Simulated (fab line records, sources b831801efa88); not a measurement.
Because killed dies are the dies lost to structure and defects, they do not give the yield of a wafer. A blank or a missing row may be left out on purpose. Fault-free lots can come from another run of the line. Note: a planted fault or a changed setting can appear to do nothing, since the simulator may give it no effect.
fab line records ; flow sky130
[record] lots = 12; wafers = 36; last-day = 50
route steps=708 shown VT_ADJUST_NCORE@130 RES_PROTECT@214 LDD_N@246 LDD_HVP@288
lots with no fault: from the same line, run without faults
start-h: start of the lot's first displayed wafer, in hours after the record's first day ; wait-h: hours from the lot's prior step to this one ; " the same as in the row above ; L1.1+2: a row that stands for several wafers ; - no value present, or no start provided ; * or withheld: withheld ; < > ~ a bound
route shown NAME@n: a module of which the file shows steps, and the number in the route of the first ; usual: average and standard deviation across the fault-free wafers ; same: alike in all rows ; chamber/n: place in a boat ; sites: per-site readings ; _std_site: standard deviation across them ; _edge_site: mean of outer sites minus mean of inner sites ; radius-mm: how far each site lies from the wafer's centre ; mask NAME#n: copy n ; behind: the tool/chamber that last shaped the wafer ; hold: the reason the lot was held/the length of the hold in hours/how it ended ; device: names the non-switching transistor (n, p or np) ; end of line: at the end of the route, the tests of the same wafers ; where a step has no rows: the recipe by itself ; killed: at the first sort, the dies lost to defects and structure; wafer yield is something else ; map: the dies of a wafer, with x for killed, . for not killed, _ for no die there
set.NAME: the setting the step ran with; set.NAME@STEP: the setting that earlier step ran with ; model.NAME: the simulator's own value behind a step, which no gauge read
steps of the route over a sample of lots; a table a step, a row a wafer
services: a tool's chamber out of use, with start hour (start-h, from the record's first day; less than 0 if before it), hours out, and reason
[[steps]]
[step SKY_VT_ADJUST_NCORE_TW_MEAS_11]
[usual] VT_ADJUST_NCORE_TW = 219.0/1.2
lot.wafer;tool;chamber;start-h;wait-h;VT_ADJUST_NCORE_TW
L718.1;film-metro-02;-;185.89;0.1;218.9
L718.5;film-metro-02;-;185.89;0.1;220.1
L718.6;film-metro-02;-;185.89;0.1;219.1
L719.2;film-metro-02;-;187.90;0.1;219.2
L719.3;film-metro-02;-;187.90;0.1;220.3
L719.4;film-metro-02;-;187.90;0.1;218.3
L720.3;film-metro-01;-;198.06;0.1;217.4
L720.4;film-metro-01;-;198.06;0.1;216.9
L720.6;film-metro-01;-;198.06;0.1;218.1
L722.1;film-metro-02;-;212.18;0.1;221.6
L722.3;film-metro-02;-;212.18;0.1;221.2
L722.6;film-metro-02;-;212.18;0.1;221.1
L723.1;film-metro-02;-;213.59;0.1;220.5
L723.3;film-metro-02;-;213.59;0.1;220.3
L723.5;film-metro-02;-;213.59;0.1;220.6
L724.3;film-metro-02;-;222.70;0.1;221.2
L724.4;film-metro-02;-;222.70;0.1;222.4
L724.5;film-metro-02;-;222.70;0.1;222.3
L726.1;film-metro-01;-;239.65;0.1;219.1
L726.2;film-metro-01;-;239.65;0.1;218.1
L726.4;film-metro-01;-;239.65;0.1;217.8
L727.1;film-metro-04;-;241.58;0.1;218.6
L727.5;film-metro-04;-;241.58;0.1;219.2
L727.6;film-metro-04;-;241.58;0.1;218.5
L730.2;film-metro-02;-;268.06;0.1;218.7
L730.3;film-metro-02;-;268.06;0.1;219.0
L730.6;film-metro-02;-;268.06;0.1;219.7
L735.2;film-metro-01;-;304.84;0.1;218.3
L735.3;film-metro-01;-;304.84;0.1;218.1
L735.5;film-metro-01;-;304.84;0.1;218.5
L737.2;film-metro-02;-;317.34;0.1;217.8
L737.4;film-metro-02;-;317.34;0.1;217.9
L737.6;film-metro-02;-;317.34;0.1;219.3
L741.1;film-metro-02;-;342.39;0.1;221.3
L741.2;film-metro-02;-;342.39;0.1;219.0
L741.6;film-metro-02;-;342.39;0.1;218.8
[step SKY_RES_PROTECT_STRIP_07]
[recipe] chemistry = O2/N2; power-w = 1400; pressure-mtorr = 1500; platen-temp-c = withheld; o2-flow-sccm = 3000; n2-flow-sccm = 300; overash-fraction = 0.5
[usual] drypump-motor-current-A = 5.5/0.39; o2-flow-sccm = 3001/9.3; oes-product-au = 0.518/0.0047; strip-time-to-endpoint-s = 23.28/0.048
lot.wafer;tool;chamber;start-h;wait-h;drypump-motor-current-A;o2-flow-sccm;oes-product-au;rf-hours-counter-h;strip-time-to-endpoint-s
L718.1;plasma-asher-04;0;339.49;0.1;5.4;2996;0.522;68;23.33
L718.5;plasma-asher-04;1;339.49;0.1;5.3;3005;0.512;-;23.36
L718.6;plasma-asher-04;0;339.49;0.1;5.4;2996;0.522;-;23.31
L719.2;plasma-asher-04;0;345.79;0.1;5.4;3020;0.529;68;23.21
L719.3;plasma-asher-04;1;345.79;0.1;5.3;2997;0.519;-;23.26
L719.4;plasma-asher-04;0;345.79;0.1;5.4;2998;0.518;-;23.28
L720.3;plasma-asher-03;1;358.92;0.1;5.0;2997;0.521;-;23.30
L720.4;plasma-asher-03;0;358.92;0.1;6.1;3003;0.512;-;23.22
L720.6;plasma-asher-03;0;358.92;0.1;6.1;3006;0.519;-;23.32
L723.1;plasma-asher-03;0;377.51;0.1;6.1;3003;0.517;28;23.31
L723.3;plasma-asher-03;1;377.51;0.1;5.0;3006;0.521;-;23.24
L723.5;plasma-asher-03;0;377.51;0.1;6.1;3004;0.526;-;23.31
L722.1;plasma-asher-03;1;377.81;0.1;5.0;3007;0.510;28;23.21
L722.3;plasma-asher-03;0;377.81;0.1;6.1;2976;0.522;-;23.23
L722.6;plasma-asher-03;0;377.81;0.1;6.1;2990;0.522;-;23.27
L724.3;plasma-asher-04;0;386.02;0.1;5.4;3004;0.526;-;23.31
L724.4;plasma-asher-04;1;386.02;0.1;5.3;2990;0.514;-;23.37
L724.5;plasma-asher-04;1;386.02;0.1;5.3;2989;0.508;-;23.34
L726.1;plasma-asher-04;0;404.65;0.1;5.4;3007;0.518;74;23.27
L726.2;plasma-asher-04;1;404.65;0.1;5.3;2999;0.519;74;23.28
L726.4;plasma-asher-04;0;404.65;0.1;5.5;2999;0.518;-;23.28
L727.1;plasma-asher-04;1;410.84;0.1;5.3;2997;0.516;75;23.20
L727.5;plasma-asher-04;1;410.84;0.1;5.3;2992;0.524;-;23.23
L727.6;plasma-asher-04;0;410.84;0.1;5.4;3003;0.513;-;23.21
L730.2;plasma-asher-04;0;447.15;0.1;5.5;2998;0.519;2;23.34
L730.3;plasma-asher-04;0;447.15;0.1;5.5;3000;0.516;-;23.40
L730.6;plasma-asher-04;1;447.15;0.1;5.3;3005;0.517;-;23.31
L735.2;plasma-asher-03;1;490.24;0.1;4.9;2999;0.512;40;23.29
L735.3;plasma-asher-03;1;490.24;0.1;5.0;2988;0.522;-;23.28
L735.5;plasma-asher-03;0;490.24;0.1;6.1;2986;0.529;-;23.26
L737.2;plasma-asher-04;1;506.80;0.1;5.3;3012;0.524;7;23.20
L737.4;plasma-asher-04;1;506.80;0.1;5.3;3013;0.524;-;23.22
L737.6;plasma-asher-04;1;506.80;0.1;5.3;3016;0.523;-;23.23
L741.1;plasma-asher-04;1;531.60;0.1;5.3;3000;0.520;10;23.25
L741.2;plasma-asher-04;0;531.60;0.1;5.5;3014;0.517;10;23.23
L741.6;plasma-asher-04;1;531.60;0.1;5.3;2996;0.516;-;23.23
[step SKY_LDD_N_IMPLANT_09]
[recipe] species = As; energy-kev = 20; dose-cm2 = 7.5e+13; tilt-deg = withheld; rotation-deg = 113
[usual] beam-energy-keV = 20.000/0.0064; dose-ions-cm2 = 7.5e+13/7.7e+10
lot.wafer;tool;chamber;start-h;wait-h;beam-energy-keV;dose-ions-cm2
L718.1;implanter-03;0;401.21;0.1;20.001;7.501e+13
L718.5;implanter-03;0;401.21;0.1;19.998;7.501e+13
L718.6;implanter-03;0;401.21;0.1;19.997;7.499e+13
L719.2;implanter-03;0;409.35;0.1;20.003;7.498e+13
L719.3;implanter-03;0;409.35;0.1;19.990;7.5e+13
L719.4;implanter-03;0;409.35;0.1;20.008;7.503e+13
L720.3;implanter-02;0;425.57;0.1;20.002;7.509e+13
L720.4;implanter-02;0;425.57;0.1;19.999;7.501e+13
L720.6;implanter-02;0;425.57;0.1;19.993;7.506e+13
L723.1;implanter-03;0;441.76;0.1;19.992;7.5e+13
L723.3;implanter-03;0;441.76;0.1;20.000;7.502e+13
L723.5;implanter-03;0;441.76;0.1;19.989;7.499e+13
L722.1;implanter-02;0;442.06;0.1;19.997;7.498e+13
L722.3;implanter-02;0;442.06;0.1;19.998;7.509e+13
L722.6;implanter-02;0;442.06;0.1;19.989;7.49e+13
L724.3;implanter-01;0;450.67;0.1;20.001;7.5e+13
L724.4;implanter-01;0;450.67;0.1;20.003;7.495e+13
L724.5;implanter-01;0;450.67;0.1;20.007;7.49e+13
L726.1;implanter-03;0;470.52;0.1;20.002;7.501e+13
L726.2;implanter-03;0;470.52;0.1;20.004;7.517e+13
L726.4;implanter-03;0;470.52;0.1;19.998;7.511e+13
L727.1;implanter-01;0;478.77;0.1;19.996;7.5e+13
L727.5;implanter-01;0;478.77;0.1;19.995;7.493e+13
L727.6;implanter-01;0;478.77;0.1;20.003;7.5e+13
L730.2;implanter-02;0;513.60;0.1;20.008;7.496e+13
L730.3;implanter-02;0;513.60;0.1;20.007;7.508e+13
L730.6;implanter-02;0;513.60;0.1;20.003;7.503e+13
L735.2;implanter-01;0;559.20;0.1;17.219;7.513e+13
L735.3;implanter-01;0;559.20;0.1;17.226;7.498e+13
L735.5;implanter-01;0;559.20;0.1;17.215;7.497e+13
L737.2;implanter-01;0;571.25;0.1;17.212;7.496e+13
L737.4;implanter-01;0;571.25;0.1;17.211;7.505e+13
L737.6;implanter-01;0;571.25;0.1;17.220;7.492e+13
L741.1;implanter-03;0;595.06;0.1;19.997;7.502e+13
L741.2;implanter-03;0;595.06;0.1;19.997;7.5e+13
L741.6;implanter-03;0;595.06;0.1;20.004;7.507e+13
[step SKY_LDD_N_TW_MEAS_17]
[usual] LDD_N_TW = 2584/19
lot.wafer;tool;chamber;start-h;wait-h;hold;LDD_N_TW
L718.1;film-metro-01;-;402.36;0.1;-;2570
L718.5;film-metro-01;-;402.36;0.1;-;2573
L718.6;film-metro-01;-;402.36;0.1;-;2572
L719.2;film-metro-04;-;410.48;0.1;-;2579
L719.3;film-metro-04;-;410.48;0.1;-;2559
L719.4;film-metro-04;-;410.48;0.1;-;2561
L720.3;film-metro-04;-;426.69;0.1;-;2580
L720.4;film-metro-04;-;426.69;0.1;-;2572
L720.6;film-metro-04;-;426.69;0.1;-;2584
L723.1;film-metro-02;-;442.91;0.1;-;2577
L723.3;film-metro-02;-;442.91;0.1;-;2582
L723.5;film-metro-02;-;442.91;0.1;-;2578
L722.1;film-metro-02;-;443.21;0.1;-;2590
L722.3;film-metro-02;-;443.21;0.1;-;2571
L722.6;film-metro-02;-;443.21;0.1;-;2577
L724.3;film-metro-02;-;451.79;0.1;-;2581
L724.4;film-metro-02;-;451.79;0.1;-;2578
L724.5;film-metro-02;-;451.79;0.1;-;2584
L726.1;film-metro-02;-;471.67;0.1;-;2613
L726.2;film-metro-02;-;471.67;0.1;-;2606
L726.4;film-metro-02;-;471.67;0.1;-;2601
L727.1;film-metro-02;-;479.92;0.1;-;2609
L727.5;film-metro-02;-;479.92;0.1;-;2607
L727.6;film-metro-02;-;479.92;0.1;-;2600
L730.2;film-metro-01;-;514.73;0.1;-;2583
L730.3;film-metro-01;-;514.73;0.1;-;2579
L730.6;film-metro-01;-;514.73;0.1;-;2583
L735.2;film-metro-01;-;560.33;0.1;await-dispo/0.2h/release;2543
L735.3;film-metro-01;-;560.33;0.1;await-dispo/0.2h/release;2533
L735.5;film-metro-01;-;560.33;0.1;await-dispo/0.2h/release;2531
L735.2;film-metro-01;-;560.56;0.2;-;2517
L735.3;film-metro-01;-;560.56;0.2;-;2521
L735.5;film-metro-01;-;560.56;0.2;-;2527
L737.2;film-metro-02;-;572.38;0.1;-;2583
L737.4;film-metro-02;-;572.38;0.1;-;2575
L737.6;film-metro-02;-;572.38;0.1;-;2583
L741.1;film-metro-04;-;596.21;0.1;-;2563
L741.2;film-metro-04;-;596.21;0.1;-;2571
L741.6;film-metro-04;-;596.21;0.1;-;2564
[step SKY_LDD_HVP_TW_MEAS_10]
[usual] LDD_HVP_TW = 458/4.1
lot.wafer;tool;chamber;start-h;wait-h;LDD_HVP_TW
L718.1;film-metro-02;-;494.79;0.1;462
L718.5;film-metro-02;-;494.79;0.1;459
L718.6;film-metro-02;-;494.79;0.1;462
L719.2;film-metro-02;-;502.80;0.1;462
L719.3;film-metro-02;-;502.80;0.1;461
L719.4;film-metro-02;-;502.80;0.1;459
L720.3;film-metro-02;-;520.46;0.1;456
L720.4;film-metro-02;-;520.46;0.1;455
L720.6;film-metro-02;-;520.46;0.1;458
L723.1;film-metro-03;-;535.62;0.1;460
L723.3;film-metro-03;-;535.62;0.1;461
L723.5;film-metro-03;-;535.62;0.1;459
L722.1;film-metro-01;-;536.26;0.1;455
L722.3;film-metro-01;-;536.26;0.1;453
L722.6;film-metro-01;-;536.26;0.1;455
L724.3;film-metro-01;-;543.48;0.1;453
L724.4;film-metro-01;-;543.48;0.1;451
L724.5;film-metro-01;-;543.48;0.1;454
L726.1;film-metro-03;-;564.06;0.1;464
L726.2;film-metro-03;-;564.06;0.1;459
L726.4;film-metro-03;-;564.06;0.1;462
L727.1;film-metro-03;-;570.42;0.1;461
L727.5;film-metro-03;-;570.42;0.1;458
L727.6;film-metro-03;-;570.42;0.1;464
L730.2;film-metro-03;-;604.30;0.1;461
L730.3;film-metro-03;-;604.30;0.1;465
L730.6;film-metro-03;-;604.30;0.1;462
L735.2;film-metro-03;-;646.10;0.1;464
L735.3;film-metro-03;-;646.10;0.1;463
L735.5;film-metro-03;-;646.10;0.1;462
L737.2;film-metro-03;-;659.15;0.1;460
L737.4;film-metro-03;-;659.15;0.1;460
L737.6;film-metro-03;-;659.15;0.1;459
L741.1;film-metro-01;-;681.34;0.1;449
L741.2;film-metro-01;-;681.34;0.1;449
L741.6;film-metro-01;-;681.34;0.1;451
[[services]]
tool;chamber;start-h;hours;kind
implanter-02;-;322.78;2.2;repair
implanter-03;-;337.54;2.7;pm
implanter-01;-;343.12;6.6;repair
plasma-asher-04;-;390.04;14.6;pm
implanter-02;-;395.22;4.1;repair
plasma-asher-03;-;416.15;2.8;pm
plasma-asher-04;-;421.25;9.0;pm
plasma-asher-04;0;421.25;9.0;vent-cycle
plasma-asher-04;1;421.25;9.0;vent-cycle
plasma-asher-04;0;430.25;-;clean
plasma-asher-04;1;430.25;-;clean
implanter-02;-;444.49;7.5;pm
implanter-03;-;460.52;3.2;repair
plasma-asher-04;-;470.01;3.1;repair
implanter-01;-;489.79;8.7;repair
implanter-02;-;527.26;1.3;repair
implanter-03;-;558.35;1.1;repair
implanter-02;-;576.69;3.3;repair
implanter-03;-;587.97;1.3;repair
[[key]]
[first-sign] step = SKY_LDD_N_IMPLANT_09; reading = beam-energy-keV; direction = down; sigmas = 99+; usual = *; struck = *
[effect] step = SKY_LDD_N_TW_MEAS_17; reading = visit; direction = added
met-at SKY_LDD_N_IMPLANT_09
struck-lots L735,L737
rows-end L735.2,L735.3,L735.5
tester-left-out L737
not-acting-at SKY_VT_ADJUST_NCORE_TW_MEAS_11,SKY_RES_PROTECT_STRIP_07,SKY_LDD_HVP_TW_MEAS_10
onset-between 478.77 559.20
[fault] kind = process-parameter-drift; tool = implanter-01; chamber = -; onset-h = 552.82; steps = SKY_LDD_N_IMPLANT_09; channel = energy-kev; offset = *; shape = step; end-h = 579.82; acts-in = *; stated = *
// tester-left-out: of these lots the tester's yield and bins aren't shown, on N5 and GAA mostly nor the transistor test; their killed dies are dies lost to structure and defects alone, not to doping, threshold or leakage, so they don't give the yield
// rows-end: these wafers met a further fault down the route, and their rows from its step on are left out
